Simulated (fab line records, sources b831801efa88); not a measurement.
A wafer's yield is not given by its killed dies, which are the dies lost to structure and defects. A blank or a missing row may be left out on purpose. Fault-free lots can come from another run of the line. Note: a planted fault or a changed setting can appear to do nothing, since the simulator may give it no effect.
2 desks looking at one fault | flow sky130 | what lay behind the numbers comes last; until then each desk has only its own

METROLOGY DESK
Means of the sampled wafers that have a number, per lot and without regard to the tool the lot ran on: this is what the gauges read. Any lot whose mean is over 4 standard deviations away from the usual mean is out of limits and marked OUT; that distance is given in the brackets.
Columns: A = PWDE_TW at SKY_PWDE_TW_MEAS_10, usual 379; B = PWDE_RS at SKY_NWELL_RS_MEAS_31, usual 5271 ohm/sq; C = VT_ADJUST_LVTN_01_OVL at SKY_VT_ADJUST_LVTN_OVL_MEAS_18, usual -0.3 nm; D = VT_ADJUST_NCORE_TW at SKY_VT_ADJUST_NCORE_TW_MEAS_11, usual 221.2
lot  | first seen here | A   | B    | C    | D
L286 | day 3 19:54     | 384 | 5259 | 0.3  | 220.2
L289 | day 4 12:23     | 383 | 5285 | 0.3  | 217.7
L290 | day 4 19:44     | 373 | 5239 | -1.5 | 225.9
L294 | day 5 15:13     | 382 | 5272 | -1.8 | 221.0
L295 | day 5 23:21     | 370 | 5303 | 0.8  | 219.4
L296 | day 6 08:24     | 387 | 5271 | -1.6 | 220.2
L297 | day 6 09:59     | 385 | 5266 | 0.2  | 218.9
L298 | day 6 15:56     | 378 | 5258 | -0.0 | 219.3
L299 | day 6 20:08     | 384 | 5272 | -2.0 | 224.9
L303 | day 8 03:14     | 376 | 5259 | 0.2  | 240.5 (+8.0) OUT
L305 | day 8 08:50     | 371 | 5261 | -2.3 | 235.6 (+6.0) OUT
L308 | day 8 22:32     | 385 | 5272 | -0.9 | 225.7
L309 | day 9 04:39     | 386 | 5257 | -2.2 | 221.0
This desk's finding: out of limits on L303, L305; first on L303, day 13 23:57 (VT_ADJUST_NCORE_TW at SKY_VT_ADJUST_NCORE_TW_MEAS_11). Within limits: L286, L289, L290, L294, L295, L296, L297, L298, L299, L308, L309.

THE TOOL OWNER'S DESK: implanter-02
SKY_VT_ADJUST_NCORE_IMPLANT_09, tool's own readings: per-lot mean of the sampled wafers with a number, covering each lot this tool ran. Any lot whose mean is over 4 standard deviations away from the usual mean is out of limits and marked OUT; that distance is given in the brackets.
Columns: A = beam-energy-keV at SKY_VT_ADJUST_NCORE_IMPLANT_09, usual 10.000; B = beam-on-s at SKY_VT_ADJUST_NCORE_IMPLANT_09, usual 9.99 s; C = end-station-pressure-torr at SKY_VT_ADJUST_NCORE_IMPLANT_09, usual 5.02e-06 Torr; D = faraday-current-uA at SKY_VT_ADJUST_NCORE_IMPLANT_09, usual 13.55
lot  | first seen here | A      | B               | C        | D
L289 | day 9 10:21     | 10.000 | 10.32           | 5.07e-06 | 13.08
L290 | day 9 19:18     | 9.998  | 10.04           | 5.30e-06 | 13.45
L295 | day 11 06:21    | 10.000 | 10.06           | 4.78e-06 | 13.46
L303 | day 13 23:42    | 9.997  | 12.64 (+13) OUT | 4.82e-06 | 10.71 (-10) OUT
L305 | day 14 05:45    | 9.997  | 12.73 (+13) OUT | 5.02e-06 | 10.64 (-10) OUT
Finding of this desk: L303, L305 out of limits; the first was L303 at day 13 23:42, on beam-on-s at SKY_VT_ADJUST_NCORE_IMPLANT_09. Within limits: L289, L290, L295.

BROUGHT TOGETHER
At day 13 23:42, on L303, L305, the tool owner's desk was in a position to raise an alarm.
Metrology desk: alarm possible at day 13 23:57 on L303, L305.
Every lot named ran SKY_VT_ADJUST_NCORE_IMPLANT_09 on implanter-02.

WHAT WAS PUT IN BY THE SIMULATOR
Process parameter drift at SKY_VT_ADJUST_NCORE_IMPLANT_09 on implanter-02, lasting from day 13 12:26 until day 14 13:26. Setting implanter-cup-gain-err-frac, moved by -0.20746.
Struck lots among those shown: L303, L305.
Time in hours from fault onset to the first out-of-limits reading at each desk: tool owner's desk 11, metrology desk 12.
